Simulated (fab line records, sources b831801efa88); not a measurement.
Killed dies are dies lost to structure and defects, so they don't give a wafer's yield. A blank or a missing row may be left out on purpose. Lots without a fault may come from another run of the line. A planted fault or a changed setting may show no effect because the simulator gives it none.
fab line records | flow gf180mcu | part 1 of 2: steps 1 to 25 of 35
record lots=5 wafers=15 last_day=34
route steps=602 shown CONTACT@313 M1@315 V1@335
lots that met no fault: from a run of the same line without faults
start_h: hours from the record's first day to the start of the lot's first wafer shown | wait_h: hours since the lot's step before | " the same as in the row above | L1.1+2: a row that stands for several wafers | - no value, or no start given | * or withheld: withheld | < > ~ a bound
route shown NAME@n: a module of which the file shows steps, and the number in the route of the first | usual: mean/standard deviation of fault-free wafers | same: alike in all rows | chamber/n: place in a boat | sites: the reading at each site | _std_site: their standard deviation | _edge_site: outer sites' mean less inner sites' | radius_mm: how far each site lies from the wafer's centre | mask NAME#n: copy n | behind: the tool/chamber that last shaped the wafer | hold: why the lot was held/for how many hours/how that ended | device: the transistor (n, p or np) that didn't switch | end of line: the same wafers' tests at the end of the route | a step without rows: its recipe alone | killed: dies lost to structure and defects at the first sort, not the wafer's yield | map: a wafer's dies, x killed, . not, _ none there
set.NAME: the setting as run; set.NAME@STEP: as run at that earlier step | model.NAME: the simulator's own value behind a step, which no gauge read
lots at some steps of the route; a table a step, a row a wafer
services: from which hour (start_h, from the record's first day; less than 0 if before it) a tool's chamber was out of use, for how many hours, and why
## steps
# step GF_CONTACT_THK_MEAS_26
# recipe thk_meas_gauge=xrf reads=W_of_CONTACT_CVD_24
# usual CONTACT_W_THK=301/4.2
# columns lot.wafer tool chamber start_h wait_h CONTACT_W_THK[nm]
L082.1 film_metro-02 - 449.27 0.1 305
L082.4 " - " " 303
L082.5 " - " " 308
L086.1 film_metro-03 - 472.92 0.1 299
L086.2 " - " " 299
L086.3 " - " " 296
L093.1 film_metro-04 - 538.54 0.1 297
L093.2 " - " " 303
L093.5 " - " " 300
L096.1 film_metro-02 - 549.05 0.1 297
L096.4 " - " " 302
L096.6 " - " " 295
L097.1 film_metro-02 - 557.38 0.1 303
L097.2 " - " " 294
L097.4 " - " " 304
# step GF_CONTACT_CMP_27
# recipe stop_on=SiO2 down_force_psi=3.5 platen_rpm=60 t_overpolish_s=15 target_thk_nm=0 pad_velocity_m_s=0.94248
# usual edge_zone_pressure_frac=0.999/0.0052 motor_current_A=11.4/0.9 overpolish_run_s=15.000/0.01 time_to_endpoint_s=77/4.1
# columns lot.wafer tool chamber start_h wait_h edge_zone_pressure_frac motor_current_A overpolish_run_s time_to_endpoint_s
L082.1 cmp-02 3 449.43 0.1 1.000 12.4 15.012 71
L082.4 " 0 " " 1.000 10.1 15.004 73
L082.5 " 2 " " 0.993 10.0 14.991 77
L086.3 cmp-02 0 472.98 0.0 1.005 10.0 14.994 72
L086.1 " 1 " " 1.002 13.3 14.995 73
L086.2 " 2 " " 1.003 10.0 14.998 77
L093.1 cmp-01 2 538.65 0.1 0.997 11.8 14.995 81
L093.2 " 0 " " 0.989 11.2 15.005 81
L093.5 " 2 " " 0.997 11.4 14.997 80
L096.4 cmp-01 2 549.25 0.2 0.999 11.5 15.001 84
L096.1 " 0 " " 1.006 11.2 15.005 81
L096.6 " 1 " " 1.010 11.3 14.993 78
L097.4 cmp-01 1 557.44 0.0 0.998 10.9 15.013 79
L097.2 " 2 " " 1.007 11.3 14.986 82
L097.1 " 3 " " 0.999 12.6 15.008 79
# step GF_M1_SPUTTER_00
# recipe material=Ti target_thk_nm=37.5 arriving_ion_energy_ev=80 substrate_temp_c=200 chamber_pressure_pa=2 power_w=4000 time_s=150
# usual throttle_valve_pct=29.9/0.99
# columns lot.wafer tool chamber start_h wait_h throttle_valve_pct
L082.1 pvd_sputter-02 - 449.63 0.1 29.9
L082.4 " - " " 31.4
L082.5 " - " " 29.6
L086.1 pvd_sputter-02 - 473.28 0.2 30.8
L086.2 " - " " 29.7
L086.3 " - " " 29.5
L093.1 pvd_sputter-03 - 538.90 0.2 28.1
L093.2 " - " " 31.3
L093.5 " - " " 31.4
L096.1 pvd_sputter-04 - 549.50 0.1 29.0
L096.4 " - " " 28.7
L096.6 " - " " 30.2
L097.1 pvd_sputter-02 - 557.74 0.1 31.4
L097.2 " - " " 30.6
L097.4 " - " " 29.5
# step GF_M1_SPUTTER_01
# recipe material=TiN target_thk_nm=30 power_w=6500 time_s=25 chamber_pressure_pa=0.4
# usual throttle_valve_pct=29.9/0.98
# columns lot.wafer tool chamber start_h wait_h throttle_valve_pct
L082.1 pvd_sputter-02 - 449.73 0.1 29.7
L082.4 " - " " 31.2
L082.5 " - " " 29.8
L086.1 pvd_sputter-02 - 473.38 0.1 30.5
L086.2 " - " " 29.8
L086.3 " - " " 29.4
L093.1 pvd_sputter-03 - 539.00 0.1 28.0
L093.2 " - " " 31.5
L093.5 " - " " 31.5
L096.1 pvd_sputter-04 - 549.60 0.1 28.8
L096.4 " - " " 28.7
L096.6 " - " " 30.3
L097.1 pvd_sputter-02 - 557.84 0.1 31.1
L097.2 " - " " 30.5
L097.4 " - " " 29.4
# step GF_M1_SPUTTER_02
# recipe material=AlCu target_thk_nm=450 power_w=10600 time_s=23.9 chamber_pressure_pa=0.4
# usual throttle_valve_pct=29.9/1
# columns lot.wafer tool chamber start_h wait_h throttle_valve_pct
L082.1 pvd_sputter-02 - 449.76 0.0 29.5
L082.4 " - " " 31.5
L082.5 " - " " 29.8
L086.1 pvd_sputter-02 - 473.42 0.0 30.7
L086.2 " - " " 29.8
L086.3 " - " " 29.5
L093.1 pvd_sputter-03 - 539.03 0.0 27.9
L093.2 " - " " 31.2
L093.5 " - " " 31.6
L096.1 pvd_sputter-04 - 549.63 0.0 29.0
L096.4 " - " " 28.6
L096.6 " - " " 30.4
L097.1 pvd_sputter-02 - 557.87 0.0 31.3
L097.2 " - " " 31.0
L097.4 " - " " 29.1
# step GF_M1_SPUTTER_03
# recipe material=Ti target_thk_nm=10 substrate_temp_c=300 chamber_pressure_pa=0.3 power_w=3000 time_s=6.7
# usual throttle_valve_pct=29.9/0.96
# columns lot.wafer tool chamber start_h wait_h throttle_valve_pct
L082.1 pvd_sputter-02 - 449.79 0.0 29.7
L082.4 " - " " 31.3
L082.5 " - " " 29.5
L086.1 pvd_sputter-02 - 473.45 0.0 30.8
L086.2 " - " " 29.4
L086.3 " - " " 29.2
L093.1 pvd_sputter-03 - 539.06 0.0 28.1
L093.2 " - " " 31.2
L093.5 " - " " 31.4
L096.1 pvd_sputter-04 - 549.66 0.0 28.7
L096.4 " - " " 28.9
L096.6 " - " " 30.5
L097.1 pvd_sputter-02 - 557.90 0.0 31.6
L097.2 " - " " 30.8
L097.4 " - " " 29.2
# step GF_M1_SPUTTER_04
# recipe material=TiN target_thk_nm=50 power_w=6500 time_s=41.7 chamber_pressure_pa=0.4
# usual throttle_valve_pct=29.9/0.95
# columns lot.wafer tool chamber start_h wait_h throttle_valve_pct
L082.1 pvd_sputter-02 - 449.81 0.0 29.4
L082.4 " - " " 31.3
L082.5 " - " " 29.9
L086.1 pvd_sputter-02 - 473.47 0.0 30.5
L086.2 " - " " 29.8
L086.3 " - " " 29.5
L093.1 pvd_sputter-03 - 539.08 0.0 27.6
L093.2 " - " " 31.4
L093.5 " - " " 31.4
L096.1 pvd_sputter-04 - 549.68 0.0 28.8
L096.4 " - " " 28.7
L096.6 " - " " 30.3
L097.1 pvd_sputter-02 - 557.92 0.0 31.6
L097.2 " - " " 30.7
L097.4 " - " " 29.3
# step GF_M1_RS_MEAS_05
# recipe thk_meas_gauge=four-point-probe reads=TiN_of_M1_SPUTTER_04+Ti_of_M1_SPUTTER_03+AlCu_of_M1_SPUTTER_02+TiN_of_M1_SPUTTER_01+Ti_of_M1_SPUTTER_00
# usual M1_ALCU_RS=0.0698/0.00089
# columns lot.wafer tool chamber start_h wait_h M1_ALCU_RS[ohm/sq]
L082.1 film_metro-04 - 449.85 0.0 0.0695
L082.4 " - " " 0.0701
L082.5 " - " " 0.0698
L086.1 film_metro-01 - 473.51 0.0 0.0685
L086.2 " - " " 0.0683
L086.3 " - " " 0.0687
L093.1 film_metro-01 - 539.12 0.0 0.0706
L093.2 " - " " 0.0709
L093.5 " - " " 0.0705
L096.1 film_metro-01 - 549.72 0.0 0.0692
L096.4 " - " " 0.0700
L096.6 " - " " 0.0688
L097.1 film_metro-04 - 557.96 0.0 0.0699
L097.2 " - " " 0.0692
L097.4 " - " " 0.0693
# step GF_M1_THK_MEAS_06
# recipe thk_meas_gauge=xrf reads=AlCu_of_M1_SPUTTER_02
# usual M1_ALCU_THK=443/5
# columns lot.wafer tool chamber start_h wait_h M1_ALCU_THK[nm]
L082.1 film_metro-04 - 449.97 0.1 447
L082.4 " - " " 442
L082.5 " - " " 443
L086.1 film_metro-01 - 473.63 0.1 449
L086.2 " - " " 451
L086.3 " - " " 446
L093.1 film_metro-01 - 539.24 0.1 439
L093.2 " - " " 435
L093.5 " - " " 437
L096.1 film_metro-01 - 549.84 0.1 444
L096.4 " - " " 442
L096.6 " - " " 450
L097.1 film_metro-04 - 558.08 0.1 442
L097.2 " - " " 445
L097.4 " - " " 444
# step GF_M1_DEHYDRATE_07
# recipe temp_c=200 time_s=60
# usual resist_line_temp_C=23.01/0.11
# columns lot.wafer tool chamber start_h wait_h resist_line_temp_C
L082.1 litho_track-01 0 461.39 11.4 22.95
L082.4 " 0 " " 23.14
L082.5 " 0 " " 22.91
L086.1 litho_track-04 0 484.42 10.8 23.06
L086.2 " 0 " " 23.22
L086.3 " 0 " " 23.05
L093.1 litho_track-03 0 549.94 10.7 22.83
L093.2 " 0 " " 22.81
L093.5 " 0 " " 22.90
L096.1 litho_track-03 0 559.99 10.1 23.03
L096.4 " 0 " " 23.05
L096.6 " 0 " " 23.15
L097.1 litho_track-01 0 568.64 10.5 23.02
L097.2 " 0 " " 23.04
L097.4 " 0 " " 22.92
# step GF_M1_HMDS_08
# recipe prime_time_s=60 prime_temp_c=120
# usual resist_line_temp_C=23.01/0.1
# same prime_time_s=60
# columns lot.wafer tool chamber start_h wait_h resist_line_temp_C
L082.1 litho_track-01 0 461.54 0.1 22.97
L082.4 " 0 " " 23.08
L082.5 " 0 " " 23.08
L086.1 litho_track-04 0 484.57 0.1 23.03
L086.2 " 0 " " 23.14
L086.3 " 0 " " 23.00
L093.1 litho_track-03 0 550.09 0.1 22.86
L093.2 " 0 " " 22.75
L093.5 " 0 " " 22.83
L096.1 litho_track-03 0 560.14 0.1 22.94
L096.4 " 0 " " 23.08
L096.6 " 0 " " 23.09
L097.1 litho_track-01 0 568.79 0.1 23.03
L097.2 " 0 " " 23.14
L097.4 " 0 " " 23.01
# step GF_M1_COAT_09
# recipe resist=KrF spin_rpm=withheld resist_thk_nm=1000
# usual resist_line_temp_C=22.99/0.1
# columns lot.wafer tool chamber start_h wait_h resist_line_temp_C
L082.1 litho_track-01 0 461.69 0.1 22.87
L082.4 " 0 " " 22.92
L082.5 " 0 " " 22.92
L086.1 litho_track-04 0 484.72 0.1 22.89
L086.2 " 0 " " 22.88
L086.3 " 0 " " 22.92
L093.1 litho_track-03 0 550.24 0.1 22.96
L093.2 " 0 " " 22.94
L093.5 " 0 " " 22.97
L096.1 litho_track-03 0 560.29 0.1 23.07
L096.4 " 0 " " 23.02
L096.6 " 0 " " 22.99
L097.1 litho_track-01 0 568.94 0.1 23.08
L097.2 " 0 " " 23.24
L097.4 " 0 " " 23.00
# step GF_M1_SOFTBAKE_10
# recipe temp_c=130 time_s=60 resist=KrF
# usual resist_line_temp_C=23.01/0.11
# columns lot.wafer tool chamber start_h wait_h resist_line_temp_C
L082.1 litho_track-01 0 461.84 0.1 22.79
L082.4 " 0 " " 22.96
L082.5 " 0 " " 23.12
L086.1 litho_track-04 0 484.87 0.1 23.11
L086.2 " 0 " " 22.87
L086.3 " 0 " " 22.91
L093.1 litho_track-03 0 550.39 0.1 22.95
L093.2 " 0 " " 22.92
L093.5 " 0 " " 23.10
L096.1 litho_track-03 0 560.44 0.1 23.08
L096.4 " 0 " " 22.99
L096.6 " 0 " " 22.96
L097.1 litho_track-01 0 569.09 0.1 22.79
L097.2 " 0 " " 22.79
L097.4 " 0 " " 22.94
# step GF_M1_EXPOSE_11
# recipe mask_id=Metal1 target_cd_nm=230 na=0.68 source_shape=conventional sigma_outer=0.6 dose_mj=28
# usual reticle_temp_C=23.00/0.1
# columns lot.wafer tool chamber start_h wait_h mask reticle_temp_C
L082.1 krf_scanner-02 0 - - Metal1#0 22.82
L082.4 " 0 " " Metal1#0 22.87
L082.5 " 0 " " Metal1#0 22.77
L086.1 krf_scanner-01 0 - - Metal1#0 22.88
L086.2 " 0 " " Metal1#0 23.02
L086.3 " 0 " " Metal1#0 23.11
L093.1 krf_scanner-02 0 - - Metal1#0 23.13
L093.2 " 0 " " Metal1#0 23.03
L093.5 " 0 " " Metal1#0 22.98
L096.1 krf_scanner-02 0 - - Metal1#0 22.98
L096.4 " 0 " " Metal1#0 23.01
L096.6 " 0 " " Metal1#0 22.84
L097.1 krf_scanner-01 0 - - Metal1#0 23.11
L097.2 " 0 " " Metal1#0 23.09
L097.4 " 0 " " Metal1#0 23.15
# step GF_M1_PEB_12
# recipe peb_temp_c=135 peb_time_s=90 resist=KrF
# usual resist_line_temp_C=22.98/0.094
# columns lot.wafer tool chamber start_h wait_h resist_line_temp_C
L082.1 litho_track-01 0 - - 22.84
L082.4 " 0 " " 22.99
L082.5 " 0 " " 22.83
L086.1 litho_track-04 0 - - 22.94
L086.2 " 0 " " 22.89
L086.3 " 0 " " 22.95
L093.1 litho_track-04 0 - - 23.07
L093.2 " 0 " " 23.07
L093.5 " 0 " " 22.94
L096.1 litho_track-03 0 - - 23.20
L096.4 " 0 " " 23.13
L096.6 " 0 " " 22.98
L097.1 litho_track-04 0 - - 23.01
L097.2 " 0 " " 23.04
L097.4 " 0 " " 22.96
# step GF_M1_DEVELOP_13
# recipe develop_time_s=60 dev_temp_c=21
# usual resist_line_temp_C=22.99/0.089
# columns lot.wafer tool chamber start_h wait_h resist_line_temp_C
L082.1 litho_track-01 0 473.74 0.2 22.91
L082.4 " 0 " " 22.97
L082.5 " 0 " " 23.00
L086.1 litho_track-04 0 497.22 0.2 22.99
L086.2 " 0 " " 23.04
L086.3 " 0 " " 23.07
L093.1 litho_track-04 0 561.17 0.2 22.97
L093.2 " 0 " " 22.99
L093.5 " 0 " " 23.04
L096.1 litho_track-03 0 571.24 0.2 23.08
L096.4 " 0 " " 23.00
L096.6 " 0 " " 23.10
L097.1 litho_track-04 0 579.02 0.2 22.88
L097.2 " 0 " " 22.89
L097.4 " 0 " " 22.95
# step GF_M1_CD_MEAS_14
# recipe target_cd_nm=230
# usual cd_nm=229.5/1.3
# columns lot.wafer tool chamber start_h wait_h cd_nm
L082.1 cd_sem-02 - 473.89 0.1 229.8
L082.4 " - " " 228.8
L082.5 " - " " 227.8
L086.1 cd_sem-01 - 497.37 0.1 229.0
L086.2 " - " " 230.8
L086.3 " - " " 229.7
L093.1 cd_sem-02 - 561.32 0.1 231.2
L093.2 " - " " 230.2
L093.5 " - " " 231.3
L096.1 cd_sem-02 - 571.39 0.1 231.0
L096.4 " - " " 229.7
L096.6 " - " " 230.0
L097.1 cd_sem-01 - 579.17 0.1 232.1
L097.2 " - " " 230.8
L097.4 " - " " 231.9
# step GF_M1_OVL_MEAS_15
# usual M1_OVL=0/6
# columns lot.wafer tool chamber start_h wait_h M1_OVL[nm]
L082.1 overlay-01 - 474.01 0.1 0
L082.4 " - " " 2
L082.5 " - " " -4
L086.1 overlay-02 - 497.49 0.1 2
L086.2 " - " " 9
L086.3 " - " " -2
L093.1 overlay-01 - 561.44 0.1 -3
L093.2 " - " " -7
L093.5 " - " " -7
L096.1 overlay-01 - 571.51 0.1 -5
L096.4 " - " " -8
L096.6 " - " " -2
L097.1 overlay-01 - 579.29 0.1 0
L097.2 " - " " -3
L097.4 " - " " -1
# step GF_M1_METAL_ETCH_16
# recipe chemistry=Cl2/BCl3 mask_material=KrF target_depth_nm=627.5 stop_on=SiO2 pressure_mtorr=8 icp_w=800 bias_w=140 Cl2_flow_sccm=80 bcl3_flow_sccm=40 time_s=104.6
# usual drypump_motor_current_A=5.9/0.35 oes_product_au=0.971/0.0073 throttle_valve_pct=28.253/0.01
# columns lot.wafer tool chamber start_h wait_h drypump_motor_current_A oes_product_au rf_hours_counter_h throttle_valve_pct
L082.1 rie_metal-03 0 474.05 0.0 6.1 0.965 1 28.249
L082.4 " 0 " " 6.2 0.959 - 28.262
L082.5 " 0 " " 6.2 0.973 - 28.265
L086.1 rie_metal-01 0 497.53 0.0 5.5 0.981 1 28.241
L086.2 " 1 " " 5.9 0.980 9 28.246
L086.3 " 0 " " 5.5 0.985 - 28.246
L093.1 rie_metal-03 0 561.48 0.0 6.2 0.964 3 28.252
L093.2 " 1 " " 5.8 0.962 4 28.264
L093.5 " 1 " " 5.8 0.971 - 28.260
L096.1 rie_metal-04 0 571.54 0.0 5.6 0.971 2 28.256
L096.4 " 1 " " 6.6 0.973 - 28.248
L096.6 " 1 " " 6.6 0.969 - 28.252
L097.1 rie_metal-03 0 579.33 0.0 6.2 0.970 4 28.253
L097.2 " 1 " " 5.8 0.981 5 28.232
L097.4 " 0 " " 6.2 0.971 - 28.242
# step GF_M1_STRIP_17
# recipe chemistry=O2/N2 power_w=1400 pressure_mtorr=1500 platen_temp_c=250 o2_flow_sccm=3000 n2_flow_sccm=300 overash_fraction=0.5
# usual drypump_motor_current_A=5.5/0.59 heater_power_w=329/23 oes_product_au=0.558/0.0047 strip_time_to_endpoint_s=7.87/0.043
# columns lot.wafer tool chamber start_h wait_h drypump_motor_current_A heater_power_w oes_product_au rf_hours_counter_h strip_time_to_endpoint_s
L082.1 plasma_asher-02 1 474.16 0.1 5.1 313 0.562 6 7.90
L082.4 " 1 " " 5.1 322 0.566 - 7.90
L082.5 " 1 " " 5.1 317 0.561 - 7.91
L086.1 plasma_asher-04 1 497.64 0.1 6.5 335 0.554 61 7.86
L086.2 " 0 " " 5.0 284 0.562 61 7.88
L086.3 " 1 " " 6.5 342 0.552 - 7.85
L093.1 plasma_asher-04 1 561.59 0.1 6.5 338 0.563 68 7.85
L093.2 " 0 " " 5.0 283 0.556 68 7.86
L093.5 " 0 " " 5.0 279 0.555 - 7.84
L096.1 plasma_asher-01 1 571.66 0.1 6.1 354 0.560 52 7.91
L096.4 " 0 " " 4.9 338 0.558 - 7.85
L096.6 " 0 " " 4.9 350 0.552 - 7.89
L097.1 plasma_asher-04 1 579.44 0.1 6.5 337 0.556 69 7.93
L097.2 " 0 " " 5.0 278 0.548 69 7.87
L097.4 " 1 " " 6.5 337 0.558 - 7.90
# step GF_M1_STRIP_18
# recipe chemistry=post_etch_residue_remover time_s=1200 temp_c=72.5
# usual temp_c=72.51/0.11
# columns lot.wafer tool chamber start_h wait_h temp_c
L082.1 wet_bench-01 3 474.26 0.1 72.55
L082.4 " 3 " " 72.52
L082.5 " 3 " " 72.51
L086.1 wet_bench-04 2 497.74 0.1 72.40
L086.2 " 2 " " 72.51
L086.3 " 2 " " 72.41
L093.1 wet_bench-01 0 561.69 0.1 72.46
L093.2 " 0 " " 72.64
L093.5 " 0 " " 72.49
L096.1 wet_bench-04 2 571.76 0.1 72.73
L096.4 " 2 " " 72.63
L096.6 " 2 " " 72.65
L097.1 wet_bench-03 1 579.54 0.1 72.45
L097.2 " 1 " " 72.65
L097.4 " 1 " " 72.65
# step GF_M1_CLEAN_19
# recipe chemistry=DIW dry=n2_spin
# columns lot.wafer tool chamber start_h wait_h
L082.1+4+5 wet_bench-04 3 474.60 0.0
L086.1+2+3 wet_bench-01 2 498.08 0.0
L093.1+2+5 wet_bench-01 3 562.03 0.0
L096.1+4+6 wet_bench-03 1 572.44 0.0
L097.1+2+4 wet_bench-01 0 579.88 0.0
# step GF_V1_CVD_00
# recipe material=SiO2 target_thk_nm=600 sigma_open_frac=0.3 temp_c=400 time_s=100 sih4_flow_sccm=60 pressure_mtorr=6
# columns lot.wafer tool chamber start_h wait_h
L082.1+4+5 hdpcvd-01 1,0,1 474.70 0.0
L086.1+2+3 hdpcvd-01 2,1,0 498.19 0.0
L093.1+2+5 hdpcvd-01 0,1,2 562.12 0.0
L096.1+4+6 hdpcvd-01 1,2,0 572.53 0.0
L097.1+2+4 hdpcvd-02 2,1,0 579.97 0.0
# step GF_V1_THK_MEAS_01
# recipe reads=SiO2_of_V1_CVD_00
# usual V1_CVD_00_THK=602/7
# columns lot.wafer tool chamber start_h wait_h V1_CVD_00_THK[nm]
L082.1 film_metro-02 - 474.77 0.0 583
L082.4 " - " " 589
L082.5 " - " " 587
L086.1 film_metro-01 - 498.27 0.0 602
L086.2 " - " " 594
L086.3 " - " " 605
L093.1 film_metro-01 - 562.20 0.0 608
L093.2 " - " " 596
L093.5 " - " " 602
L096.1 film_metro-03 - 572.60 0.0 593
L096.4 " - " " 591
L096.6 " - " " 605
L097.1 film_metro-01 - 580.05 0.0 597
L097.2 " - " " 605
L097.4 " - " " 599
# step GF_V1_CVD_02
# recipe material=SiO2 target_thk_nm=850 precursor=TEOS temp_c=400 time_s=94.851 rf_w=600
# usual heater_power_w=626/110
# columns lot.wafer tool chamber start_h wait_h heater_power_w since_wet_clean_h
L082.1 pecvd-01 1 474.83 0.1 608 717
L082.4 " 0 " " 713 -
L082.5 " 1 " " 651 -
L086.1 pecvd-01 2 498.33 0.1 778 740
L086.2 " 0 " " 815 740
L086.3 " 1 " " 722 740
L093.1 pecvd-01 1 562.26 0.1 724 804
L093.2 " 0 " " 802 804
L093.5 " 1 " " 579 -
L096.1 pecvd-01 1 572.66 0.1 700 815
L096.4 " 1 " " 588 -
L096.6 " 2 " " 755 -
L097.1 pecvd-04 1 580.11 0.1 514 197
L097.2 " 0 " " 639 197
L097.4 " 1 " " 411 -
